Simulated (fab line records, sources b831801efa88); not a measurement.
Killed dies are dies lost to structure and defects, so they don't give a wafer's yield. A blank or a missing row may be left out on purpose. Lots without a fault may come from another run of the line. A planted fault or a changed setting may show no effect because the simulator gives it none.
Problem report in the 8D (eight disciplines) form, filled by code | flow sky130 | the parts of the form that need people (team, actions taken, sign-off) are left out

1. THE PROBLEM
VIA1_HDPCVD_THK at SKY_VIA1_THK_MEAS_01 reads a mean of 622 nm on 2 wafers of 2 lots; wafers without a fault read 1034 nm with a standard deviation of 12. That is -34 standard deviations from the usual mean.
First seen on wafer L114.5, day 38 10:14, on film_metro-03. The record holds 34 wafers of 12 lots with a number at this step. Rule for "out", or "out of limits": more than 4 standard deviations from the usual mean. The other wafers with a number count as sound.

2. WHAT IT IS AND WHAT IT IS NOT
question                    | is                | is not
which readings at this step | VIA1_HDPCVD_THK   | -
which lots                  | L114, L115        | L102, L103, L104, L105, L106, L107, L108, L111, L118, L122
which wafers of those lots  | L114.5, L115.5    | L114.1, L115.6
read on which gauges        | film_metro-03     | film_metro-01, film_metro-02
when                        | from day 38 10:14 | up to then (25 sound wafers); but 7 sound wafers of L115, L118, L122 came after

3. SUSPECTS, AND WHAT RULES EACH OUT
Counting: a tool at a process step up to the reading stays a suspect if it ran every lot that is out. Sound lots after the first of them don't rule it out here, since some wafers of a struck lot are sound.
- the gauge at SKY_VIA1_THK_MEAS_01: kept. All the wafers that are out were read on film_metro-03, and no step on other tools shows them out.
- hdpcvd-02 at SKY_VIA1_HDPCVD_00 (deposits SiO2, target thk 1030 nm, time 171.7 s): kept. It ran every lot that is out, first L114 (day 38 10:04); its last sound lot up to then is L111 (day 37 10:34).
- Within hdpcvd-02 at SKY_VIA1_HDPCVD_00: the wafers that are out ran in chamber 2; their sound lot-mates ran in chambers 0, 1.
Left after counting: hdpcvd-02 at SKY_VIA1_HDPCVD_00, film_metro-03 at SKY_VIA1_THK_MEAS_01.

4. THE CAUSE (what the simulator had put in)
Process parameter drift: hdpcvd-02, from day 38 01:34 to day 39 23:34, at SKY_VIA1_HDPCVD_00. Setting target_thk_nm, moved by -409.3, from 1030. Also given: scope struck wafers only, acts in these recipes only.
Counting left 2 suspects, and this tool is among them.

5. THE CHAIN OF EFFECTS, in route order
Each row: a reading whose mean over the struck wafers that have a number lies more than 3 standard deviations from the usual. Only readings for which the record gives a usual standard deviation are gone through. hours: the time from each lot's start at the first step in this table that gives one to its start at this step, as a median over the lots. sigmas: the change in usual standard deviations.
hours | step                 | reading         | usual   | on struck wafers | change | sigmas
0     | SKY_VIA1_THK_MEAS_01 | VIA1_HDPCVD_THK | 1034 nm | 622              | -412   | -34

6. WHAT WOULD HAVE CAUGHT IT SOONER
In this record the first reading out of limits at a measuring or inspecting step was taken at day 38 10:14, 9 hours after the fault began at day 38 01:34.
Of the tool readings at SKY_VIA1_HDPCVD_00 for which the record gives a usual standard deviation, none was out on any struck wafer, so an alarm limit of 4 standard deviations on them would not have fired.
Of the lots that are out (2), L115 began SKY_VIA1_HDPCVD_00 on hdpcvd-02 after day 38 10:14. A hold on the tool at that time would have spared it.
